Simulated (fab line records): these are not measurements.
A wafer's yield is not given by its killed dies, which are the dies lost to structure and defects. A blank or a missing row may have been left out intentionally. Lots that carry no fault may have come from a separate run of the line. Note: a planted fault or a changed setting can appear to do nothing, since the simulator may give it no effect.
Lot-split experiment	flow sfq-line	23 wafers read across 5 lots, on a route 325 steps long

== SPLIT DETAILS ==
At SFQ_TRILAYER_I1_VIA_LITHO_EXPOSE_050 (exposes mask I1, target cd 500 nm), the setting dose-mj was moved away from the recipe's 21.3 on 11 of the 23 wafers read, by -2.1% to +7.2%. This setting was run at the recipe's value on the other wafers.

== FROM THE SPLIT TO THE READING: what the file shows between them, 3 steps ==
- SFQ_TRILAYER_I1_VIA_LITHO_PEB_052: peb time 60 s
- SFQ_TRILAYER_I1_VIA_LITHO_DEVELOP_051: time 60 s
- SFQ_TRILAYER_I1_VIA_BARC_OPEN_VIA_ETCH_071: etches BARC in O2, target depth 125 nm, time 41.7 s

== THE READING ==
I1.cd-nm (the simulator's own value, which no gauge read), in nm, at SFQ_TRILAYER_I1_VIA_ETCH_VIA_ETCH_052 (etches SiO2 in CHF3, stops on Nb, target depth 260 nm). There is no usual value for it anywhere in the file. Across the 12 wafers here that went through the recipe, the average is 501.1 nm and the standard deviation 2.2 nm.

wafer	tool, chamber at the split	dose-mj as run	against the recipe	I1.cd-nm, nm	against lot-mates on the recipe
L074.3	krf-scanner-02, 0	21.3	recipe	502.2	-
L074.4	krf-scanner-02, 0	21.3	recipe	503.5	-
L074.5	krf-scanner-02, 0	21.3	recipe	503.8	-
L078.1	krf-scanner-01, 0	20.85	-2.1%	495.7	-6.1
L078.2	krf-scanner-01, 0	20.85	-2.1%	492.7	-9.1
L078.4	krf-scanner-01, 0	21.3	recipe	500.3	-
L078.5	krf-scanner-01, 0	20.85	-2.1%	494.5	-7.3
L078.6	krf-scanner-01, 0	21.3	recipe	503.3	-
L079.1	krf-scanner-01, 0	22.84	+7.2%	509.8	+11.9
L079.2	krf-scanner-01, 0	21.3	recipe	498.4	-
L079.3	krf-scanner-01, 0	21.3	recipe	497.5	-
L079.4	krf-scanner-01, 0	22.84	+7.2%	513.6	+15.7
L079.6	krf-scanner-01, 0	22.84	+7.2%	509.3	+11.4
L083.1	krf-scanner-01, 0	22.57	+6.0%	507	+6.9
L083.2	krf-scanner-01, 0	21.3	recipe	501.2	-
L083.4	krf-scanner-01, 0	21.3	recipe	498.3	-
L083.5	krf-scanner-01, 0	22.57	+6.0%	510.8	+10.7
L083.6	krf-scanner-01, 0	21.3	recipe	500.9	-
L084.1	krf-scanner-01, 0	21.3	recipe	499.3	-
L084.2	krf-scanner-01, 0	21.91	+2.9%	501.9	+0.2
L084.3	krf-scanner-01, 0	21.3	recipe	504.1	-
L084.4	krf-scanner-01, 0	21.91	+2.9%	509.2	+7.5
L084.5	krf-scanner-01, 0	21.91	+2.9%	502.7	+1.0

FIT RESULTS
A straight line over all 23 wafers: I1.cd-nm changes by +1.55 nm for each +1% of dose-mj; r = +0.88; the points scatter about the line by 2.6 nm.
The same after taking each lot's own level away (the mean of its wafers on the recipe; 23 wafers): +1.86 nm for each +1%; r = +0.93; scatter 2.4 nm.
According to that fit, moving dose-mj by its largest amount changes the reading by 13 nm.
The span of the lots' own levels, 497.95 to 503.17 nm, comes to 2.3 times the standard deviation stated above.
Thus the slope moves with the lot-to-lot level: the two fits are different.
Check: +12.6 nm against its lot-mates is what the line predicts for one of the wafers moved furthest among these (+7.2%) when that wafer is left out of the fit. It came out at +11.9 nm against them.

== THE WHOLE CHAIN: every reading that the file lists as answering this split, in the file's order ==
step	what it does	reading	change (the file's fit)	r (the file's)
SFQ_TRILAYER_I1_VIA_BARC_OPEN_VIA_ETCH_071	etches BARC in O2, target depth 125 nm, time 41.7 s	I1.cd-nm (the simulator's own value, which no gauge read)	+1.55 nm for each +1% of the setting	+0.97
SFQ_TRILAYER_I1_VIA_ETCH_VIA_ETCH_052	etches SiO2 in CHF3, stops on Nb, target depth 260 nm	I1.cd-nm (the simulator's own value, which no gauge read)	+1.69 nm for each +1% of the setting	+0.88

== FILE'S OWN FIT ==
I1.cd-nm changes by +1.69 nm for each +1% of dose-mj, r = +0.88.
